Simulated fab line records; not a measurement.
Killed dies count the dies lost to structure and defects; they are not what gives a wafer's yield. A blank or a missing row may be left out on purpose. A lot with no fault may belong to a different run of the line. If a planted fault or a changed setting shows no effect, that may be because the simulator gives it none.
Problem report in the 8D (eight disciplines) form, filled by code    flow sky130    the parts of the form that need people (team, actions taken, sign-off) are left out

== 1. THE ISSUE ==
Wafers without a fault read 1489 W, standard deviation 5.4; rfFwdPowerW at SKY_CONTACT_ETCH_17 reads a mean of 1728 W on 6 wafers belonging to 2 lots. That puts it +44 standard deviations away from the usual mean.
The step: etches SiO2 in C4F8/O2/Ar, stops on Si3N4, target depth 340 nm.
The first sign was on wafer L283.1 at day 34 15:55, on rieDiel-04. The record holds 33 wafers of 11 lots with a number at this step. By rule, "out" or "out of limits" means more than 4 standard deviations away from the usual mean. The other wafers with a number count as sound.

== 2. WHAT IT IS, AND WHAT IT ISN'T ==
question                     is                      is not
which readings at this step  rfFwdPowerW             oesProductAu
which lots                   L283, L284              L274, L275, L279, L280, L289, L292, L293, L295, L296
which wafers of those lots   all that have a number  -
read on which tools          rieDiel-04              rieDiel-01, rieDiel-03
when                         from day 34 15:55       up to then (12 sound wafers); but 15 sound wafers of L289, L292, L293, L295, L296 came after

== 3. THE SUSPECTS, EACH WITH WHAT RULES IT OUT ==
Counting: a tool at a process step up to the reading stays a suspect if it ran every lot that is out and no sound lot after the first of them.
- rieDiel-04 at SKY_CONTACT_ETCH_17 (etches SiO2 in C4F8/O2/Ar, stops on Si3N4, target depth 340 nm): ruled out as a lasting fault. After its first lot that is out, L283 (day 34 15:55), sound lots L295 ran on it.
Left after counting: nothing in the record.

== 4. THE CAUSE (what the simulator had put in) ==
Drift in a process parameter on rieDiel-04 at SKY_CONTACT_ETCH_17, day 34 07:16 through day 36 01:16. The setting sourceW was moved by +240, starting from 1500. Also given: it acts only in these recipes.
Counting ruled it out, wrongly.

== 5. SEQUENCE OF EFFECTS, ordered by route ==
Each row: a reading whose mean over the struck wafers that have a number lies more than 3 standard deviations from the usual. Scope: only readings with a usual standard deviation given in the record; hours: median across lots of the time from each lot's start at the first step in this table that gives one to its start at this step; sigmas: change in usual standard deviations.
hours  step                 reading       usual       on struck wafers  change  sigmas
0      SKY_CONTACT_ETCH_17  rfFwdPowerW   1489 W      1728              +239    +44
-      SKY_CONTACT_ETCH_18  oesProductAu  0.853 a.u.  0.821             -0.032  -4.1
Its process steps:
- SKY_CONTACT_ETCH_17: etches SiO2 in C4F8/O2/Ar, stops on Si3N4, target depth 340 nm.
- SKY_CONTACT_ETCH_18: etches Si3N4 in CHF3/O2, stops on TiN, time 39 s, target depth 75 nm.

== 6. HOW IT WOULD HAVE BEEN CAUGHT EARLIER ==
In this record no reading fell out of limits until day 34 15:55, 9 hours after the fault had begun at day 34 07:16.
